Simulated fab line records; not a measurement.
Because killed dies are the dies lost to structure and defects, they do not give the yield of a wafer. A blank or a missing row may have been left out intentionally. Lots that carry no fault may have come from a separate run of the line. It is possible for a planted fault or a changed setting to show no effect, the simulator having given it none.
Struck lot and sound lot, side by side || flow sky130 || 16 steps out of a route of 708
Sound: the wafers L927.1, L927.3, L927.4. Struck: wafers L943.3, L943.4, L943.5. Last of all comes the cause.
Per side, at each step with rows, come the tool, then ch with its chambers, and then its first start. Under that, the readings that differ: sound wafers || struck wafers || difference of the means || sigmas: that difference in standard deviations of wafers without a fault.
alike: words and numbers the same on both sides, and readings whose means are apart by under 2 such deviations; not compared: readings that were withheld, readings missing a value for some wafer, numbers with overlapping values and no deviation given by the record, and bounds like >300 which may hide the same value.
Wherever a step has rows on one side only, a row that says differs or no value, or a row with sigmas, the two part there. Non-overlapping numbers with no deviation appear without sigmas and do not part them. A reading that every wafer of one side lacks parts them only if that side has two wafers or more.

SKY_VIA1_CMP_02: polishes SiO2.
  sound on cmp-02 ch 0,1,2, day 35 02:28; struck on cmp-02 ch 0,2, day 39 15:20
  alike: motor-current-A
SKY_VIA1_BOW_MEAS_03:
  sound on film-metro-02 at day 35 02:43; struck on film-metro-01 at day 39 15:37
  alike: VIA1_BOW
then, 8 steps without rows for these wafers: SKY_VIA1_DEHYDRATE_04 (time 60 s); SKY_VIA1_HMDS_05 (prime time 60 s); SKY_VIA1_COAT_06 (resist thk 60 nm); SKY_VIA1_COAT_07 (resist thk 450 nm); SKY_VIA1_SOFTBAKE_08 (time 90 s); SKY_VIA1_EXPOSE_09 (exposes mask VIM, target cd 150 nm); SKY_VIA1_PEB_10; SKY_VIA1_DEVELOP_11 (develop time 60 s).
SKY_VIA1_CD_MEAS_12 targets a cd of 150 nm.
  sound on cd-sem-02 at day 36 05:46; struck on cd-sem-02 at day 40 16:28
  alike: cd-nm
SKY_VIA1_OVL_MEAS_13:
  sound on overlay-02 at day 36 05:53; struck on overlay-02 at day 40 16:34
  alike: VIA1_OVL
SKY_VIA1_ETCH_14: etches BARC in N2/H2, stops on SiO2, time 45.9 s, target depth 60 nm.
  sound on rie-diel-04 ch 0,2,3, day 36 05:55; struck on rie-diel-02 ch 0,1,2, day 40 16:35
  no value came back on the struck wafers for any of 6 readings (bias-w (W), chamber-pressure-mTorr (mTorr) and others); on the sound wafers bias-w (W) reads 100.39 100.00 100.16
{"reading": "model.KrF-thick_of_VIA1_COAT_07.thk-nm (nm)", "sound": "391.4 393.9 391.9", "struck": "434.9 433.8 434.9", "difference": "+42.1", "sigmas": ""}
SKY_VIA1_ETCH_15: etches SiO2 in C4F8/O2/Ar, stops on TiN, target depth 351 nm, time 54 s.
  sound on rie-diel-04 ch 0,2,3, day 36 05:57; struck on rie-diel-02 ch 0,1,2, day 40 16:37
{"reading": "oes-product-au (a.u.)", "sound": "0.975 0.974 0.989", "struck": "0.375 0.376 0.376", "difference": -0.604, "sigmas": "-99 or more"}
{"reading": "model.KrF-thick_of_VIA1_COAT_07.thk-nm (nm)", "sound": "322.3 324.4 320.6", "struck": "362.7 362.9 365.1", "difference": "+41.1", "sigmas": ""}
  alike: bias-w, chamber-pressure-mTorr
  not compared: rf-hours-counter-h
SKY_VIA1_STRIP_16: strips in O2/N2.
  sound on plasma-asher-02 ch 0,1, day 36 06:00; struck on plasma-asher-03 ch 0,1, day 40 16:42
{"reading": "oes-product-au (a.u.)", "sound": "0.422 0.418 0.414", "struck": "0.435 0.439 0.438", "difference": "+0.019", "sigmas": "+5"}
{"reading": "strip-time-to-endpoint-s (s)", "sound": "4.444 4.482 4.431", "struck": "4.869 4.873 4.907", "difference": "+0.431", "sigmas": "+18"}
  alike: drypump-motor-current-A
  not compared: rf-hours-counter-h
then, 1 step without rows for these wafers: SKY_VIA1_STRIP_17 (strips in post etch residue remover, time 1200 s).

## WHERE THEY PART
Earliest at SKY_VIA1_ETCH_14; latest, in this record, at SKY_VIA1_STRIP_16.

WHY: what the simulator had put in
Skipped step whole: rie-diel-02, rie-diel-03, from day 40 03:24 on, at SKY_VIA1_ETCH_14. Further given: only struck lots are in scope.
